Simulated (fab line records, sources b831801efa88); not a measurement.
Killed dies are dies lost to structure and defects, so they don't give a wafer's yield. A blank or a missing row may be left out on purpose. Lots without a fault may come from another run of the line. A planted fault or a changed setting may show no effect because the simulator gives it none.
Which tool did it? | flow gf180mcu | 13 lots, 39 wafers sampled, at 1 step of a route of 602

WHAT THE GAUGES READ, wafer by wafer
GF_V5_THK_MEAS_03.
lot  | measured     | on            | V5_CVD_02_THK (nm)
L557 | day 26 05:41 | film_metro-03 | 1454 1434 1454
L558 | day 26 15:08 | film_metro-01 | 1437 1428 1475
L559 | day 26 19:44 | film_metro-01 | 1422 1450 1469
L560 | day 27 08:24 | film_metro-03 | 1448 1454 1466
L562 | day 27 19:20 | film_metro-01 | 1438 1466 1480
L563 | day 28 06:41 | film_metro-01 | 1472 1465 1460
L564 | day 28 13:49 | film_metro-03 | 1420 1422 1449
L565 | day 28 18:45 | film_metro-04 | 1408 1432 1458
L566 | day 29 05:24 | film_metro-03 | 1422 1413 1434
L567 | day 29 10:02 | film_metro-03 | 1425 1444 1467
L568 | day 29 17:39 | film_metro-03 | 1436 1422 1430
L576 | day 31 21:16 | film_metro-03 | 1447 1461 1453
L578 | day 32 09:26 | film_metro-01 | 1430 1440 1458

WHICH TOOL RAN EACH LOT (tool, then ch and the chambers of the sampled wafers, then the start)
The record holds no process step before these readings.

WHAT THE TOOLS THEMSELVES READ (means of the sampled wafers that have a number; where no wafer has one, the mark that the record gives instead)
The record holds no such reading with a usual standard deviation.

THE ANSWER, worked out from the rows above alone
Rule: what is usual is taken from the lots themselves. Put in order of their means at a reading, lots are off if they are a third of the lots or fewer, leave a main group of 4 or more, and stand apart from it by a gap of 3 or more times the standard deviation of the main group's means; of several such gaps the widest counts. A main group whose means are all the same, to the digits that the tables above print for the reading, isn't used. A lot without any number at a reading at which 4 lots or more have one is off too. The other lots that the step has rows for count as sound. The gauges are gone through in route order, then the tools' own readings, and for those a lot's mean is taken as printed above. The first step at which some lot is off is used, and at that step the reading that is off furthest; a lot without a number counts as furthest.
No lot is off at any reading shown: from this, nothing can be told.

WHAT THE SIMULATOR HAD PUT IN
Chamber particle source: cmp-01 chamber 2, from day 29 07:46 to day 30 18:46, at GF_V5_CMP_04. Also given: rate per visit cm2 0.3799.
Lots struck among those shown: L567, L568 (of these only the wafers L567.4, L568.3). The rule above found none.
